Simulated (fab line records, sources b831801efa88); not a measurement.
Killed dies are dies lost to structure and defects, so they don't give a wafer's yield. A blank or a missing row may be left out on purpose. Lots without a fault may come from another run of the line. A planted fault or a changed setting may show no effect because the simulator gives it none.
A struck lot beside a sound one | flow sky130 | 24 steps out of a route of 708
Sound: wafers L616.2, L616.3, L616.5. Struck: wafers L609.1, L609.3, L609.6. The cause comes at the end.
At each step with rows: each side's tool, then ch and its chambers, then its first start. Under that, the readings that differ: sound wafers | struck wafers | difference of the means | sigmas: that difference in standard deviations of wafers without a fault.
alike: readings whose means differ by less than 2 such deviations, and words and numbers that are the same on both sides. not compared: withheld readings, readings that some wafer has no value for, bounds like >300 that may hide the same value, and numbers for which the record gives no deviation and whose values overlap.
The two part at a step that has a row with sigmas, a row that says differs or no value, or rows on one side only. Numbers that don't overlap but have no deviation are shown without sigmas and don't part them. A reading that every wafer of one side lacks parts them only if that side has two wafers or more.

first, 6 steps without rows for these wafers: SKY_PWDE_HMDS_01 (prime time 60 s); SKY_PWDE_COAT_02 (resist thk 3000 nm); SKY_PWDE_SOFTBAKE_03; SKY_PWDE_EXPOSE_04 (exposes mask PWDEM, target cd 840 nm); SKY_PWDE_PEB_05; SKY_PWDE_DEVELOP_06 (develop time 60 s).
SKY_PWDE_OVL_MEAS_07:
  sound on overlay-01, day 9 08:40; struck on overlay-02, day 7 02:21
  alike: PWDE_OVL
then, 1 step without rows for these wafers: SKY_PWDE_IMPLANT_08.
SKY_PWDE_STRIP_09: strips in O2/N2.
  sound on plasma_asher-02 ch 0,1, day 9 08:50; struck on plasma_asher-01 ch 0,1, day 7 02:32
  reading               | sound             | struck            | difference | sigmas
  oes_product_au (a.u.) | 0.715 0.713 0.718 | 0.729 0.727 0.727 | +0.012     | +3
  alike: drypump_motor_current_A, strip_time_to_endpoint_s
  not compared: rf_hours_counter_h
SKY_PWDE_TW_MEAS_10:
  sound on film_metro-01, day 9 08:57; struck on film_metro-03, day 7 02:38
  reading | sound       | struck      | difference | sigmas
  PWDE_TW | 378 379 380 | 371 370 371 | -8         | -2
then, 2 steps without rows for these wafers: SKY_NWELL_DEHYDRATE_03 (time 60 s); SKY_NWELL_HMDS_04 (prime time 60 s).
SKY_NWELL_COAT_05: resist thk 3000 nm.
  sound on litho_track-03 ch 0, day 9 19:11; struck on litho_track-04 ch 0, day 7 11:23
  reading                                 | sound                | struck               | difference | sigmas
  spin_speed_rpm (rpm)                    | 2000.9 2000.6 2000.9 | 2189.1 2189.9 2187.0 | +187.9     | +99 or more
  model.coat_of_NWELL_COAT_05.thk_nm (nm) | 3010 3000 2987       | 2865 2868 2867       | -132       |
  alike: resist_line_temp_C
then, 3 steps without rows for these wafers: SKY_NWELL_SOFTBAKE_06; SKY_NWELL_EXPOSE_07 (exposes mask NWM, target cd 840 nm); SKY_NWELL_PEB_08.
SKY_NWELL_DEVELOP_09: develop time 60 s.
  sound on litho_track-04 ch 0; struck on litho_track-02 ch 0
  reading                                 | sound          | struck         | difference | sigmas
  model.coat_of_NWELL_COAT_05.thk_nm (nm) | 3006 2996 2983 | 2860 2863 2862 | -133       |
  alike: resist_line_temp_C
SKY_NWELL_OVL_MEAS_10:
  sound on overlay-01, day 10 06:15; struck on overlay-02, day 7 20:33
  alike: NWELL_00_OVL
then, 3 steps without rows for these wafers: SKY_NWELL_IMPLANT_11; SKY_NWELL_IMPLANT_12; SKY_NWELL_IMPLANT_13.
SKY_NWELL_STRIP_14: strips in O2/N2.
  sound on plasma_asher-01 ch 0,1, day 10 06:44; struck on plasma_asher-01 ch 1, day 7 21:02
  reading                      | sound             | struck            | difference | sigmas
  strip_time_to_endpoint_s (s) | 37.03 36.90 36.76 | 35.35 35.39 35.38 | -1.52      | -13
  alike: drypump_motor_current_A, oes_product_au
  not compared: rf_hours_counter_h
SKY_NWELL_TW_MEAS_15:
  sound on film_metro-03, day 10 06:50; struck on film_metro-03, day 7 21:08
  alike: NWELL_TW
-- the record jumps here: 41 days lie between the struck wafers' starts before and after (it left off in module NWELL and takes up again in module PAD_OPEN, whose first step shown is number 708 of the route) --
SKY_PAD_OPEN_PROBE_99:
  sound on prober-01, day 51 06:07; struck on prober-01, day 49 08:40
  reading                             | sound             | struck            | difference | sigmas
  model.etest.res_nwell.width_nm (nm) | 831.8 839.2 829.1 | 846.4 848.4 849.8 | +14.8      |
  alike: killed_at_M0_to_M3, killed_at_M4_up, killed_at_contacts, killed_at_front_end, killed_at_other, killed_dies, killed_open, killed_short

WHERE THEY PART
First at SKY_PWDE_STRIP_09; last, within this record, at SKY_NWELL_STRIP_14. Later steps at which nothing parts them and some readings are alike: SKY_NWELL_TW_MEAS_15, SKY_PAD_OPEN_PROBE_99.

WHY: what the simulator had put in
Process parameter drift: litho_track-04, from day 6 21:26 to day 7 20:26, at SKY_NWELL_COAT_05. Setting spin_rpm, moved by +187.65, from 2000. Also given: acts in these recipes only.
